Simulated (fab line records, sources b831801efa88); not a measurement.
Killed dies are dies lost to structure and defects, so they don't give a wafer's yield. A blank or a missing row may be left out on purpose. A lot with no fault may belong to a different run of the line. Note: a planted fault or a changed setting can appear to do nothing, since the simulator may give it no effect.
fab line records | flow sky130
[record] lots = 6 wafers = 18 lastDay = 50
route steps=708 shown VIA4@644 PAD_OPEN@708
lots that met no fault: from a run of the same line without faults
startH: hours from the record's first day to the start of the lot's first wafer shown | waitH: hours from the lot's prior step to this one | " the same as in the row above | L1.1+2: a single row standing in for several wafers | - no value, or no start was given | * or withheld: withheld | < > ~ a bound
route shown NAME@n: names a module that has steps shown in the file, with the first one's number in the route | usual: mean and standard deviation over wafers with no fault | same: alike in all rows | chamber/n: place in a boat | sites: the reading at each site | _std_site: the values' standard deviation | _edge_site: outer sites' mean less inner sites' | radiusMm: how far each site lies from the wafer's centre | mask NAME#n: copy n | behind: tool/chamber where the wafer was last shaped | hold: reason for holding the lot/hours on hold/outcome of the hold | device: names the non-switching transistor (n, p or np) | end of line: the same wafers' tests at the end of the route | step lacking rows: just its recipe | killed: the dies lost at the first sort to structure and to defects; this is not the yield of the wafer | map: the dies of a wafer, with x for killed, . for not killed, _ for no die there
set.NAME: setting as actually run; set.NAME@STEP: the setting as run at that earlier step | model.NAME: the simulator's own value behind a step, which no gauge read
lots at selected steps of the route; one table per step, one row per wafer
services: when a tool's chamber went out of use (startH, in hours from the record's first day, below 0 if earlier), for how many hours, and the reason
[[steps]]
[step SKY_VIA4_HMDS_05]
[recipe] primeTimeS = 60 primeTempC = 120
[step SKY_VIA4_COAT_06]
[recipe] resist = NOVOLAK spinRpm = 3000 resistThkNm = 1140
[step SKY_VIA4_SOFTBAKE_07]
[recipe] tempC = 90 timeS = 60 resist = NOVOLAK
[step SKY_VIA4_EXPOSE_08]
[recipe] maskId = VIM4 na = 0.6 sourceShape = conventional sigmaOuter = 0.6 polarization = unpolarized targetCdNm = 800 doseMj = 132
[step SKY_VIA4_PEB_09]
[recipe] tempC = withheld timeS = * resist = NOVOLAK
[step SKY_VIA4_DEVELOP_10]
[recipe] resist = NOVOLAK developer = TMAH developTimeS = 60 devTempC = 23
[step SKY_VIA4_OVL_MEAS_11]
[usual] VIA4_OVL = 0.0/1.6
// columns lot.wafer tool chamber startH waitH VIA4_OVL[nm]
L261.2 overlay-01 - 1024.03 0.1 -1.2
L261.3 " - " " -3.7
L261.4 " - " " -1.7
L264.1 overlay-01 - 1046.24 0.1 1.6
L264.2 " - " " 1.1
L264.4 " - " " 2.2
L270.1 overlay-01 - 1085.44 0.1 3.3
L270.3 " - " " 1.9
L270.5 " - " " 2.9
L271.1 overlay-01 - 1086.99 0.1 -1.4
L271.3 " - " " -1.7
L271.4 " - " " -0.3
L273.1 overlay-02 - 1102.42 0.1 -0.3
L273.2 " - " " 1.0
L273.3 " - " " -0.6
L280.1 overlay-02 - 1137.94 0.1 -0.1
L280.2 " - " " 0.6
L280.5 " - " " -0.4
[step SKY_VIA4_ETCH_12]
[recipe] target = SiO2 chemistry = C4F8/O2/Ar stopOn = TiN maskMaterial = NOVOLAK sourceW = 1500 biasW = 1200 pressureMtorr = 40 c4f8FlowSccm = withheld O2_flow_sccm = 6 Ar_flow_sccm = 300 timeS = withheld targetDepthA = 5800
[usual] oesProductAu = 0.925/0.0047
// columns lot.wafer tool chamber startH waitH oesProductAu
L261.2 rieDiel-04 2 1024.06 0.0 0.924
L261.3 " 0 " " 0.923
L261.4 " 1 " " 0.920
L264.1 rieDiel-02 3 1046.28 0.0 0.923
L264.2 " 0 " " 0.918
L264.4 " 1 " " 0.926
L270.1 rieDiel-03 1 1085.48 0.0 0.919
L270.3 " 2 " " 0.924
L270.5 " 2 " " 0.927
L271.1 rieDiel-04 3 1087.03 0.0 0.927
L271.3 " 2 " " 0.936
L271.4 " 0 " " 0.928
L273.1 rieDiel-03 3 1102.46 0.0 0.927
L273.2 " 2 " " 0.922
L273.3 " 1 " " 0.920
L280.1 rieDiel-03 1 1137.98 0.0 0.919
L280.2 " 2 " " 0.916
L280.5 " 0 " " 0.916
[step SKY_VIA4_STRIP_13]
[recipe] chemistry = O2/N2 powerW = 1400 pressureMtorr = 1500 platenTempC = withheld o2FlowSccm = 3000 n2FlowSccm = 300 overashFraction = 0.5
[usual] drypumpMotorCurrentA = 5.82/0.27 oesProductAu = 0.710/0.0051 stripTimeToEndpointS = 12.805/0.029
// columns lot.wafer tool chamber startH waitH drypumpMotorCurrentA oesProductAu rfHoursCounterH stripTimeToEndpointS
L261.2 plasmaAsher-01 1 1024.13 - 6.02 0.705 60 12.805
L261.3 " 0 " " 5.41 0.713 - 12.857
L261.4 " 1 " " 6.02 0.704 - 12.808
L264.1 plasmaAsher-03 1 1046.35 - 6.22 0.709 122 12.790
L264.2 " 0 " " 5.95 0.720 122 12.763
L264.4 " 1 " " 6.21 0.713 - 12.808
L270.1 plasmaAsher-01 0 1085.55 - 5.42 0.710 66 12.843
L270.3 " 0 " " 5.43 0.707 - 12.774
L270.5 " 0 " " 5.41 0.715 - 12.812
L271.1 plasmaAsher-04 1 1087.10 - 5.83 0.706 94 12.800
L271.3 " 0 " " 5.67 0.701 - 12.840
L271.4 " 1 " " 5.84 0.708 - 12.824
L273.1 plasmaAsher-04 0 1102.53 - 5.69 0.715 95 12.762
L273.2 " 1 " " 5.83 0.711 95 12.775
L273.3 " 1 " " 5.84 0.706 - 12.840
L280.1 plasmaAsher-03 0 1138.05 - 5.99 0.710 7 12.828
L280.2 " 1 " " 6.20 0.714 7 12.771
L280.5 " 0 " " 5.97 0.715 - 12.786
[step SKY_VIA4_STRIP_14]
[recipe] chemistry = postEtchResidueRemover timeS = 1200 tempC = 72.5
[step SKY_VIA4_CLEAN_15]
[recipe] chemistry = IPA timeS = 180 tempC = 25
[step SKY_VIA4_CLEAN_16]
[recipe] chemistry = O3/DIW dry = n2Spin
[step SKY_VIA4_SPUTTER_17]
[recipe] material = TiN targetThkNm = 20 chamberPressurePa = 5 powerW = 4000 timeS = 80
[usual] chamberPressurePa = 4.999/0.0091 throttleValvePct = 29.7/0.89
// columns lot.wafer tool chamber startH waitH chamberPressurePa throttleValvePct model.TiN_of_VIA4_SPUTTER_17.thkNm
L261.2 pvdSputter-04 - 1024.72 0.0 5.004 27.9 19.69
L261.3 " - " " 4.992 30.3 19.85
L261.4 " - " " 4.988 29.2 19.5
L264.1 pvdSputter-02 - 1046.95 0.0 5.006 30.0 20.45
L264.2 " - " " 5.009 31.0 19.94
L264.4 " - " " 5.004 29.3 20.27
L270.1 pvdSputter-03 - 1086.14 0.0 4.999 28.8 19.97
L270.3 " - " " 5.011 28.2 19.68
L270.5 " - " " 5.004 28.9 19.86
L271.1 pvdSputter-02 - 1087.69 0.0 4.994 29.2 17.41
L271.3 " - " " 4.999 30.2 20.34
L271.4 " - " " 4.992 30.7 19.98
L273.1 pvdSputter-02 - 1103.12 0.0 5.002 30.1 17.68
L273.2 " - " " 4.993 30.6 19.85
L273.3 " - " " 5.003 30.9 19.91
L280.1 pvdSputter-03 - 1138.64 0.0 5.005 30.7 19.61
L280.2 " - " " 4.985 28.6 19.51
L280.5 " - " " 5.010 28.8 19.61
[step SKY_VIA4_CVD_18]
[recipe] material = W targetThkNm = 505 timeS = 152.14 tempC = 400 pressureTorr = 40
[usual] heaterPowerW = 851/91
[same] timeS = 152.14
// columns lot.wafer tool chamber startH waitH heaterPowerW
L261.2 cvdW-01 0 1024.79 0.0 775
L261.3 " 0 " " 769
L261.4 " 1 " " 859
L264.1 cvdW-01 0 1047.01 0.0 782
L264.2 " 1 " " 858
L264.4 " 0 " " 773
L270.1 cvdW-01 1 1086.20 0.0 849
L270.3 " 0 " " 790
L270.5 " 1 " " 856
L271.1 cvdW-02 0 1087.75 0.0 755
L271.3 " 0 " " 761
L271.4 " 1 " " 978
L273.1 cvdW-01 1 1103.19 0.0 886
L273.2 " 0 " " 781
L273.3 " 0 " " 792
L280.1 cvdW-02 1 1138.70 0.0 991
L280.2 " 0 " " 764
L280.5 " 1 " " 997
[step SKY_PAD_OPEN_PROBE_99]
[usual] defectLimitedYield = 82.3/2 killed_at_M0_to_M3 = 44/7 killed_at_M4_up = 3.1/1.8 killedAtContacts = 25/5.1 killedAtFrontEnd = 15/4.3 killedAtOther = 0.3/0.61 killedDies = 87/9.8 killedOpen = 48/7 killedShort = 38/6.3 sort_bin_3_pad_short = 0.9/0.39 sort_bin_5_function = 10.3/1.5 sort_bin_6_memory = 6.5/1.2 sortNPass = 405/9.8 sortYieldPct = 82.3/2
[same] grossDies = 492 killedAtBackSide = 0 sort_bin_4_leakage[%] = 0 sort_bin_8_speed[%] = 0
// columns lot.wafer tool chamber startH waitH defectLimitedYield[%] killed_at_M0_to_M3 killed_at_M4_up killedAtContacts killedAtFrontEnd killedAtOther killedDies killedOpen killedShort sort_bin_3_pad_short[%] sort_bin_5_function[%] sort_bin_6_memory[%] sortNPass sortYieldPct[%]
L261.2 prober-01 - 1093.44 0.1 80.1 43 3 24 27 1 98 63 35 1.2 12.0 6.7 394 80.1
L261.3 prober-01 - 1093.49 0.2 83.5 45 0 26 10 0 81 47 34 0.6 10.0 5.9 411 83.5
L261.4 prober-01 - 1093.54 0.2 80.9 38 3 25 28 0 94 46 48 0.8 9.1 9.1 398 80.9
L271.1 prober-01 - 1150.87 0.1 84.3 36 6 21 14 0 77 47 30 0.6 8.9 6.1 415 84.3
L271.3 prober-01 - 1150.97 0.2 82.9 44 3 24 13 0 84 47 37 1.0 9.8 6.3 408 82.9
L271.4 prober-01 - 1151.02 0.2 83.1 44 2 24 13 0 83 43 40 0.6 9.1 7.1 409 83.1
L273.1 prober-01 - 1163.04 0.1 82.1 41 2 28 17 0 88 54 34 0.4 11.4 6.1 404 82.1
L273.2 prober-01 - 1163.09 0.1 82.1 45 5 23 14 1 88 60 28 0.2 9.6 8.1 404 82.1
L273.3 prober-01 - 1163.14 0.2 81.9 46 3 27 13 0 89 46 43 0.4 9.8 7.9 403 81.9
// killed by level:class
L261.2 VIA3:geometricParticle:open=10 CONTACT:geometricParticle:open=9 POLY_GATE:geometricParticle:open=9 VIA1:geometricParticle:open=9 FIELD_ISO:geometricParticle:short=6 VIA2:geometricParticle:open=6 LI_CONTACT:geometricParticle:open=6 FIELD_ISO:geometricParticle:open=5
L261.3 VIA1:geometricParticle:open=11 CONTACT:geometricParticle:open=8 METAL3:geometricParticle:short=7 LI_CONTACT:geometricParticle:open=5 CONTACT:geometricParticle:short=5 VIA1:geometricParticle:short=5 VIA2:geometricParticle:open=5 VIA3:geometricParticle:open=5
L261.4 POLY_GATE:geometricParticle:short=10 CONTACT:geometricParticle:open=9 LI_CONTACT:geometricParticle:open=7 VIA1:geometricParticle:open=7 VIA2:geometricParticle:open=7 VIA3:geometricParticle:short=6 CONTACT:geometricParticle:short=5 FIELD_ISO:geometricParticle:open=4
L271.1 LI_CONTACT:geometricParticle:open=10 VIA1:geometricParticle:open=10 FIELD_ISO:geometricParticle:short=6 METAL1:geometricParticle:short=6 VIA3:geometricParticle:open=5 VIA2:geometricParticle:open=4 LOCAL_INTERCONNECT:geometricParticle:short=4 CONTACT:geometricParticle:open=4
L271.3 VIA1:geometricParticle:open=13 CONTACT:geometricParticle:open=9 LI_CONTACT:geometricParticle:open=8 METAL2:geometricParticle:short=8 VIA3:geometricParticle:open=6 FIELD_ISO:geometricParticle:short=5 VIA1:geometricParticle:short=5 VIA2:geometricParticle:open=4
L271.4 CONTACT:geometricParticle:short=9 VIA1:geometricParticle:open=8 VIA3:geometricParticle:open=8 FIELD_ISO:geometricParticle:open=5 CONTACT:geometricParticle:open=5 VIA1:geometricParticle:short=5 VIA2:geometricParticle:open=5 VIA3:geometricParticle:short=5
L273.1 CONTACT:geometricParticle:open=15 VIA1:geometricParticle:open=10 FIELD_ISO:geometricParticle:open=7 METAL2:geometricParticle:short=7 LI_CONTACT:geometricParticle:open=6 LOCAL_INTERCONNECT:geometricParticle:short=5 VIA2:geometricParticle:open=5 METAL3:geometricParticle:short=5
L273.2 VIA1:geometricParticle:open=12 CONTACT:geometricParticle:open=11 VIA3:geometricParticle:open=9 VIA2:geometricParticle:open=7 FIELD_ISO:geometricParticle:open=6 METAL2:geometricParticle:short=5 POLY_GATE:geometricParticle:open=4 LI_CONTACT:geometricParticle:open=4
L273.3 VIA1:geometricParticle:open=11 VIA3:geometricParticle:open=7 CONTACT:geometricParticle:open=7 CONTACT:geometricParticle:short=6 LOCAL_INTERCONNECT:geometricParticle:short=5 METAL1:geometricParticle:short=5 VIA2:geometricParticle:open=5 FIELD_ISO:geometricParticle:open=4
[[services]]
// columns tool chamber startH hours kind
plasmaAsher-01 - 1006.28 4.5 repair
plasmaAsher-04 - 1010.13 7.4 repair
pvdSputter-03 - 1023.47 59.0 repair
rieDiel-03 - 1031.98 0.4 repair
pvdSputter-04 - 1033.29 4.7 repair
rieDiel-04 1 1046.99 - clean
rieDiel-04 1 1046.99 20.1 scheduledDown
rieDiel-04 1 1046.99 20.1 ventCycle
plasmaAsher-04 - 1047.07 5.6 repair
pvdSputter-02 1 1051.62 - consumableReplace:kit
pvdSputter-02 1 1051.62 18.0 scheduledDown
pvdSputter-02 1 1051.62 18.0 ventCycle
rieDiel-04 2 1052.98 7.2 repair
plasmaAsher-03 - 1055.27 9.0 pm
plasmaAsher-03 0 1055.27 9.0 ventCycle
plasmaAsher-03 1 1055.27 9.0 ventCycle
plasmaAsher-03 0 1064.27 - clean
plasmaAsher-03 1 1064.27 - clean
plasmaAsher-03 - 1071.02 1.8 repair
pvdSputter-03 1 1083.67 - consumableReplace:kit
rieDiel-02 1 1087.98 21.8 repair
rieDiel-02 1 1121.28 8.5 repair
rieDiel-03 3 1130.58 4.2 repair
cvdW-01 - 1137.13 1.7 repair
[[key]]
firstSign none at tools or gauges
[modelEffect] step = SKY_VIA4_SPUTTER_17 value = TiN_of_VIA4_SPUTTER_17.thkNm without = 20.17 struck = 17.54
metAt SKY_VIA4_SPUTTER_17
struckWafers L271.1,L273.1
onsetBetween 1046.95 1087.69
[fault] kind = processParameterDrift tool = pvdSputter-02 chamber = - onsetH = 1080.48 steps = SKY_VIA4_SPUTTER_17 channel = timeS offset = * shape = step endH = 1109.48 scope = struckWafersOnly actsIn = * stated = *
